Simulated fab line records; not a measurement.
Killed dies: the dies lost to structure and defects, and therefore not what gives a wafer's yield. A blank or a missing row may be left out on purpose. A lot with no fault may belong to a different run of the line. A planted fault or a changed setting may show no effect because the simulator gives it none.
Matching of chambers -- flow sky130 -- rie_si-01 running SKY_FIELD_ISO_ETCH_17: 4 sister chambers
The step etches Si in HBr/Cl2/O2, target depth 342 nm, time 97.7 s. 14 wafers are shown with their chamber, then 7 later ones without.

== WAFERS WITH THEIR CHAMBER ==
wafer,chamber,oes_product_au (a.u.),throttle_valve_pct (%)
L181.3,0,0.991,25.670
L181.4,2,1.021,25.636
L181.5,1,0.998,25.675
L184.1,1,1.005,25.653
L184.5,3,1.008,25.658
L184.6,2,1.027,25.640
L185.2,2,1.005,25.656
L185.3,0,0.986,25.646
L185.4,1,0.988,25.667
L187.2,3,1.006,25.658
L187.5,1,0.997,25.655
L187.6,0,0.996,25.656
L189.3,3,1.005,25.646
L189.4,1,0.995,25.673

SIGNATURES, as means of the wafers listed above
reading,chamber 0,chamber 1,chamber 2,chamber 3,scatter within a chamber
oes_product_au,0.99100,0.99660,1.01767,1.00633,0.0068
throttle_valve_pct,25.65733,25.66460,25.64400,25.65400,0.0101
Rule: a wafer lies at a distance from a chamber equal to the root of the sum of squares, over the readings, of (its reading less the chamber's mean, divided by the reading's scatter). If the next closest chamber is less than 2 further off than the closest, the wafer can't be placed; otherwise it belongs to the closest. The scatter: take each reading less its chamber's mean, square it, sum over the shown wafers, divide by the number of wafers less the number of chambers, and take the root.

== WAFERS MISSING THEIR CHAMBER ==
wafer,oes_product_au (a.u.),throttle_valve_pct (%)
L189.6,1.000,25.644
L190.1,0.997,25.663
L190.4,1.004,25.638
L190.5,1.002,25.668
L199.1,1.004,25.658
L199.2,0.993,25.656
L199.6,0.999,25.644

== CHAMBER TAKEN BY EACH ==
wafer,from the rows above,in truth
L189.6,can't be placed: 3 or 0 or 1 or 2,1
L190.1,can't be placed: 1 or 0 or 3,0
L190.4,can't be placed: 3 or 2 or 0 or 1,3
L190.5,can't be placed: 1 or 3 or 0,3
L199.1,can't be placed: 3 or 1 or 0 or 2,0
L199.2,can't be placed: 0 or 1 or 3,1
L199.6,can't be placed: 3 or 0 or 1 or 2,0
Correct placement for 0 of the 7. Not placeable from these rows: 7 (in 7, the candidates include the true chamber). Placed wrongly: 0.
